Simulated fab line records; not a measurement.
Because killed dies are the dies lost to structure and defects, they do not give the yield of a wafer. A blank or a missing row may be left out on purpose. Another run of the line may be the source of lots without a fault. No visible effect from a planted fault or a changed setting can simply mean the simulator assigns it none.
Lot-split experiment || flow sfq-line || 23 wafers read across 5 lots, on a route 325 steps long

== ON THE SPLIT ==
At SFQ_TRILAYER_I7_VIA_LITHO_PEB_190 (peb time 60 s), the setting peb-time-s was moved away from the recipe's 60 s on 10 of the 23 wafers read, by -5.3% to +5.2%. For the rest of the wafers, this setting stayed at what the recipe calls for.

== FROM THE SPLIT TO THE READING: what the file shows between them, 2 steps ==
- SFQ_TRILAYER_I7_VIA_LITHO_DEVELOP_189: time 60 s
- SFQ_TRILAYER_I7_VIA_BARC_OPEN_VIA_ETCH_260: etches BARC in O2, target depth 125 nm, time 41.7 s

== THE READING ==
I7.cd-nm (the simulator's own value, which no gauge read), in nm, at SFQ_TRILAYER_I7_VIA_ETCH_VIA_ETCH_190 (etches SiO2 in CHF3, stops on Nb, target depth 260 nm). No usual value for it is given in the file. Across the 13 wafers here that went through the recipe, the average is 1000.6 nm and the standard deviation 2.9 nm.

{"wafer": "L075.1", "tool, chamber at the split": "litho-track-02, 0", "peb-time-s as run, s": 57.74, "against the recipe": "-3.8%", "I7.cd-nm, nm": 986.7, "against lot-mates on the recipe": -12.4}
{"wafer": "L075.3", "tool, chamber at the split": "litho-track-02, 0", "peb-time-s as run, s": 60, "against the recipe": "recipe", "I7.cd-nm, nm": 1004, "against lot-mates on the recipe": "-"}
{"wafer": "L075.4", "tool, chamber at the split": "litho-track-02, 0", "peb-time-s as run, s": 57.74, "against the recipe": "-3.8%", "I7.cd-nm, nm": 987.8, "against lot-mates on the recipe": -11.4}
{"wafer": "L075.5", "tool, chamber at the split": "litho-track-02, 0", "peb-time-s as run, s": 60, "against the recipe": "recipe", "I7.cd-nm, nm": 994.3, "against lot-mates on the recipe": "-"}
{"wafer": "L075.6", "tool, chamber at the split": "litho-track-02, 0", "peb-time-s as run, s": 57.74, "against the recipe": "-3.8%", "I7.cd-nm, nm": 996.4, "against lot-mates on the recipe": -2.8}
{"wafer": "L077.1", "tool, chamber at the split": "litho-track-02, 0", "peb-time-s as run, s": 60, "against the recipe": "recipe", "I7.cd-nm, nm": 998.7, "against lot-mates on the recipe": "-"}
{"wafer": "L077.3", "tool, chamber at the split": "litho-track-02, 0", "peb-time-s as run, s": 60, "against the recipe": "recipe", "I7.cd-nm, nm": 998.7, "against lot-mates on the recipe": "-"}
{"wafer": "L077.2", "tool, chamber at the split": "litho-track-02, 0", "peb-time-s as run, s": 62.27, "against the recipe": "+3.8%", "I7.cd-nm, nm": 1007, "against lot-mates on the recipe": "+7.5"}
{"wafer": "L077.4", "tool, chamber at the split": "litho-track-02, 0", "peb-time-s as run, s": 62.27, "against the recipe": "+3.8%", "I7.cd-nm, nm": 1007, "against lot-mates on the recipe": "+7.5"}
{"wafer": "L077.5", "tool, chamber at the split": "litho-track-02, 0", "peb-time-s as run, s": 60, "against the recipe": "recipe", "I7.cd-nm, nm": 1001, "against lot-mates on the recipe": "-"}
{"wafer": "L078.1", "tool, chamber at the split": "litho-track-04, 0", "peb-time-s as run, s": 60, "against the recipe": "recipe", "I7.cd-nm, nm": 997.3, "against lot-mates on the recipe": "-"}
{"wafer": "L078.3", "tool, chamber at the split": "litho-track-04, 0", "peb-time-s as run, s": 63.11, "against the recipe": "+5.2%", "I7.cd-nm, nm": 1008, "against lot-mates on the recipe": "+10.5"}
{"wafer": "L078.6", "tool, chamber at the split": "litho-track-04, 0", "peb-time-s as run, s": 63.11, "against the recipe": "+5.2%", "I7.cd-nm, nm": 1008, "against lot-mates on the recipe": "+10.5"}
{"wafer": "L078.4", "tool, chamber at the split": "litho-track-04, 0", "peb-time-s as run, s": 60, "against the recipe": "recipe", "I7.cd-nm, nm": 997.6, "against lot-mates on the recipe": "-"}
{"wafer": "L078.5", "tool, chamber at the split": "litho-track-04, 0", "peb-time-s as run, s": 63.11, "against the recipe": "+5.2%", "I7.cd-nm, nm": 1005, "against lot-mates on the recipe": "+7.5"}
{"wafer": "L079.1", "tool, chamber at the split": "litho-track-03, 0", "peb-time-s as run, s": 56.79, "against the recipe": "-5.3%", "I7.cd-nm, nm": 992.8, "against lot-mates on the recipe": -9.5}
{"wafer": "L079.2", "tool, chamber at the split": "litho-track-03, 0", "peb-time-s as run, s": 56.79, "against the recipe": "-5.3%", "I7.cd-nm, nm": 993.5, "against lot-mates on the recipe": -8.8}
{"wafer": "L079.3", "tool, chamber at the split": "litho-track-03, 0", "peb-time-s as run, s": 60, "against the recipe": "recipe", "I7.cd-nm, nm": 1001, "against lot-mates on the recipe": "-"}
{"wafer": "L079.4", "tool, chamber at the split": "litho-track-03, 0", "peb-time-s as run, s": 60, "against the recipe": "recipe", "I7.cd-nm, nm": 1004, "against lot-mates on the recipe": "-"}
{"wafer": "L079.5", "tool, chamber at the split": "litho-track-03, 0", "peb-time-s as run, s": 60, "against the recipe": "recipe", "I7.cd-nm, nm": 1002, "against lot-mates on the recipe": "-"}
{"wafer": "L082.1", "tool, chamber at the split": "litho-track-04, 0", "peb-time-s as run, s": 60, "against the recipe": "recipe", "I7.cd-nm, nm": 1003, "against lot-mates on the recipe": "-"}
{"wafer": "L082.2", "tool, chamber at the split": "litho-track-04, 0", "peb-time-s as run, s": 60, "against the recipe": "recipe", "I7.cd-nm, nm": 1003, "against lot-mates on the recipe": "-"}
{"wafer": "L082.4", "tool, chamber at the split": "litho-track-04, 0", "peb-time-s as run, s": 60, "against the recipe": "recipe", "I7.cd-nm, nm": 1003, "against lot-mates on the recipe": "-"}

FIT RESULTS
A straight line over all 23 wafers: I7.cd-nm changes by +1.65 nm for each +1% of peb-time-s; r = +0.84; the points scatter about the line by 3.3 nm.
The same after taking each lot's own level away (the mean of its wafers on the recipe; 23 wafers): +1.93 nm for each +1%; r = +0.93; scatter 2.5 nm.
That fit puts the effect of the largest move of peb-time-s on the reading at 10 nm.
The span of the lots' own levels, 997.45 to 1003.00 nm, comes to 1.9 times the standard deviation stated above.
So the lot-to-lot level changes the slope: the two fits differ.
Check: -10.7 nm against its lot-mates is what the line predicts for one of the wafers moved furthest among these (-5.3%) when that wafer is left out of the fit. It came out at -9.53 nm against them.

== OTHER SPLITS APPLIED TO THESE WAFERS ==
Other splits were also applied to these wafers ahead of the reading. Each is held against what the fit with the lots' levels taken away leaves over:
{"other split on the same wafers": "SFQ_TRILAYER_R5_LITHO_PEB_139 peb-temp-c", "wafers away from the commonest value": 7, "r with I7.cd-nm (lot level and that fit taken away)": -0.20}
{"other split on the same wafers": "SFQ_TRILAYER_I5_LITHO_EXPOSE_145 dose-mj", "wafers away from the commonest value": 11, "r with I7.cd-nm (lot level and that fit taken away)": "+0.06"}
{"other split on the same wafers": "SFQ_TRILAYER_I5_BARC_OPEN_VIA_ETCH_200 bias-w", "wafers away from the commonest value": 11, "r with I7.cd-nm (lot level and that fit taken away)": "+0.07"}
{"other split on the same wafers": "SFQ_TRILAYER_C5_LITHO_COAT_156 spin-rpm", "wafers away from the commonest value": 5, "r with I7.cd-nm (lot level and that fit taken away)": "+0.06"}
{"other split on the same wafers": "SFQ_TRILAYER_C5_LITHO_EXPOSE_152 dose-mj", "wafers away from the commonest value": 7, "r with I7.cd-nm (lot level and that fit taken away)": -0.02}
{"other split on the same wafers": "SFQ_TRILAYER_M6_LITHO_EXPOSE_160 dose-mj", "wafers away from the commonest value": 5, "r with I7.cd-nm (lot level and that fit taken away)": -0.25}
{"other split on the same wafers": "SFQ_TRILAYER_M6_BARC_OPEN_METAL_ETCH_206 bias-w", "wafers away from the commonest value": 5, "r with I7.cd-nm (lot level and that fit taken away)": "+0.09"}
{"other split on the same wafers": "SFQ_TRILAYER_I6_VIA_LITHO_COAT_174 spin-rpm", "wafers away from the commonest value": 10, "r with I7.cd-nm (lot level and that fit taken away)": -0.04}
{"other split on the same wafers": "SFQ_TRILAYER_I6_VIA_LITHO_COAT_169 resist-thk-nm", "wafers away from the commonest value": 8, "r with I7.cd-nm (lot level and that fit taken away)": -0.14}
{"other split on the same wafers": "SFQ_TRILAYER_I7_VIA_LITHO_EXPOSE_188 dose-mj", "wafers away from the commonest value": 5, "r with I7.cd-nm (lot level and that fit taken away)": "+0.75"}

== THE WHOLE CHAIN: every reading that the file lists as answering this split, in the file's order ==
{"step": "SFQ_TRILAYER_I7_VIA_ETCH_VIA_ETCH_190", "what it does": "etches SiO2 in CHF3, stops on Nb, target depth 260 nm", "reading": "I7.cd-nm (the simulator's own value, which no gauge read)", "change (the file's fit)": "+1.88 nm for each +1% of the setting", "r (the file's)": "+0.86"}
{"step": "SFQ_TRILAYER_I7_VIA_BARC_OPEN_VIA_ETCH_260", "what it does": "etches BARC in O2, target depth 125 nm, time 41.7 s", "reading": "I7.cd-nm (the simulator's own value, which no gauge read)", "change (the file's fit)": "+1.61 nm for each +1% of the setting, in a fit together with dose-mj@TRILAYER_I7_VIA_LITHO_EXPOSE_188", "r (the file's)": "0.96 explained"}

== THE FILE'S OWN FIT ==
I7.cd-nm changes by +1.88 nm for each +1% of peb-time-s, r = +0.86.
